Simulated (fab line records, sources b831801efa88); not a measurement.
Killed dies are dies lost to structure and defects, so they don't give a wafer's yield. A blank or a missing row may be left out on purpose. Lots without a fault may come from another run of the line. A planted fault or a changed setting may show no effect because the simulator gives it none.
A struck lot beside a sound one | flow sky130 | 23 steps out of a route of 708
Sound: wafers L247.2, L247.5, L247.6. Struck: wafer L250.6. (L250.2 of the same lot was not struck and is left out.) The cause comes at the end.
At each step with rows: each side's tool, then ch and its chambers, then its first start. Under that, the readings that differ: sound wafers | struck wafers | difference of the means | sigmas: that difference in standard deviations of wafers without a fault.
alike: readings whose means differ by less than 2 such deviations, and words and numbers that are the same on both sides. not compared: withheld readings, readings that some wafer has no value for, bounds like >300 that may hide the same value, and numbers for which the record gives no deviation and whose values overlap.
The two part at a step that has a row with sigmas, a row that says differs or no value, or rows on one side only. Numbers that don't overlap but have no deviation are shown without sigmas and don't part them. A reading that every wafer of one side lacks parts them only if that side has two wafers or more.

first, 1 step without rows for these wafers: SKY_CAPM_DEVELOP_11 (develop time 60 s).
SKY_CAPM_OVL_MEAS_12:
  sound on overlay-01, day 39 20:07; struck on overlay-02, day 41 05:46
  alike: CAPM_OVL
SKY_CAPM_METAL_ETCH_13: etches TiN in Cl2/BCl3, stops on SiO2, target depth 220 nm, time 62.9 s.
  sound on rie_metal-03 ch 0,1, day 39 20:08; struck on rie_metal-04 ch 0, day 41 05:48
  alike: drypump_motor_current_A, mfc_cl2_sccm, oes_product_au, throttle_valve_pct
  not compared: rf_hours_counter_h
SKY_CAPM_STRIP_14: strips in O2/N2.
  sound on plasma_asher-03 ch 0,1, day 39 20:13; struck on plasma_asher-03 ch 0, day 41 05:53
  alike: drypump_motor_current_A, o2_flow_sccm, oes_product_au, strip_time_to_endpoint_s
  not compared: rf_hours_counter_h
then, 8 steps without rows for these wafers: SKY_CAPM_STRIP_15 (strips in post etch residue remover, time 1200 s); SKY_CAPM_CLEAN_16 (cleans in IPA, time 180 s); SKY_CAPM_CLEAN_17 (cleans in O3/DIW); SKY_METAL3_DEHYDRATE_05 (time 60 s); SKY_METAL3_HMDS_06 (prime time 60 s); SKY_METAL3_COAT_07 (resist thk 60 nm); SKY_METAL3_COAT_08 (resist thk 1140 nm); SKY_METAL3_SOFTBAKE_09 (time 90 s).
SKY_METAL3_EXPOSE_10: exposes mask MM3, target cd 300 nm.
  sound on krf_scanner-01 ch 0, day 40 09:14; struck on krf_scanner-02 ch 0, day 41 18:20
  alike: mask
then, 2 steps without rows for these wafers: SKY_METAL3_PEB_11; SKY_METAL3_DEVELOP_12 (develop time 60 s).
SKY_METAL3_CD_MEAS_13: target cd 300 nm.
  sound on cd_sem-01, day 40 21:10; struck on cd_sem-02, day 42 06:16
  reading    | sound             | struck | difference | sigmas
  cd_nm (nm) | 300.1 300.0 299.8 | 269.5  | -30.5      | -23
SKY_METAL3_OVL_MEAS_14:
  sound on overlay-01, day 40 21:16; struck on overlay-01, day 42 06:22
  alike: METAL3_OVL
SKY_METAL3_DESCUM_15: chemistry O2, time 8 s.
  sound on rie_metal-01 ch 0,1, day 40 21:17; struck on rie_metal-04 ch 1, day 42 06:23
  reading                 | sound             | struck | difference | sigmas
  model.METAL3.cd_nm (nm) | 299.8 299.6 299.7 | 269    | -31        |
  alike: drypump_motor_current_A, oes_product_au
  not compared: rf_hours_counter_h
SKY_METAL3_ETCH_16: etches BARC in N2/H2, stops on SiO2, time 88.2 s, target depth 60 nm.
  sound on rie_metal-01 ch 0,1, day 40 21:19; struck on rie_metal-04 ch 1, day 42 06:25
  alike: drypump_motor_current_A, h2_flow_sccm, oes_product_au, throttle_valve_pct
  not compared: rf_hours_counter_h
SKY_METAL3_ETCH_17: etches SiO2 in C4F8/O2/Ar, stops on TiN, time 3.9 s, target depth 15 nm.
  sound on rie_diel-03 ch 0,1, day 40 21:25; struck on rie_diel-03 ch 3, day 42 06:31
  alike: oes_product_au
  not compared: rf_hours_counter_h
SKY_METAL3_METAL_ETCH_18: etches the open film in Cl2/BCl3, stops on SiO2, target depth 845 nm, time 183.1 s.
  sound on rie_metal-04 ch 0,1, day 40 21:26; struck on rie_metal-01 ch 0, day 42 06:32
  reading                 | sound             | struck | difference | sigmas
  mfc_cl2_sccm (sccm)     | 60.08 60.21 60.38 | 59.80  | -0.42      | -2
  model.METAL3.cd_nm (nm) | 307 300.6 301.9   | 264.5  | -38.7      |
  alike: drypump_motor_current_A, oes_product_au, throttle_valve_pct
  not compared: rf_hours_counter_h
SKY_METAL3_STRIP_19: strips in O2/N2.
  sound on plasma_asher-04 ch 0,1, day 40 21:37; struck on plasma_asher-02 ch 0, day 42 06:43
  reading             | sound          | struck | difference | sigmas
  o2_flow_sccm (sccm) | 3003 3015 2981 | 2976   | -24        | -3
  alike: drypump_motor_current_A, oes_product_au, strip_time_to_endpoint_s
  not compared: rf_hours_counter_h
-- the record jumps here: 7 days lie between the struck wafers' starts before and after (it left off in module METAL3 and takes up again in module PAD_OPEN, whose first step shown is number 708 of the route) --
SKY_PAD_OPEN_PROBE_99:
  sound on prober-01, day 47 19:26; struck on prober-02, day 48 20:04
  reading                        | sound                | struck | difference | sigmas
  model.etest.met3.width_nm (nm) | 305.5 300.7 305.4    | 265.3  | -38.6      |
  model.etest.met3.line_ohm_um   | 0.1416 0.1413 0.1395 | 0.1602 | +0.0194    |

WHERE THEY PART
First at SKY_METAL3_CD_MEAS_13; last, within this record, at SKY_METAL3_STRIP_19.

WHY: what the simulator had put in
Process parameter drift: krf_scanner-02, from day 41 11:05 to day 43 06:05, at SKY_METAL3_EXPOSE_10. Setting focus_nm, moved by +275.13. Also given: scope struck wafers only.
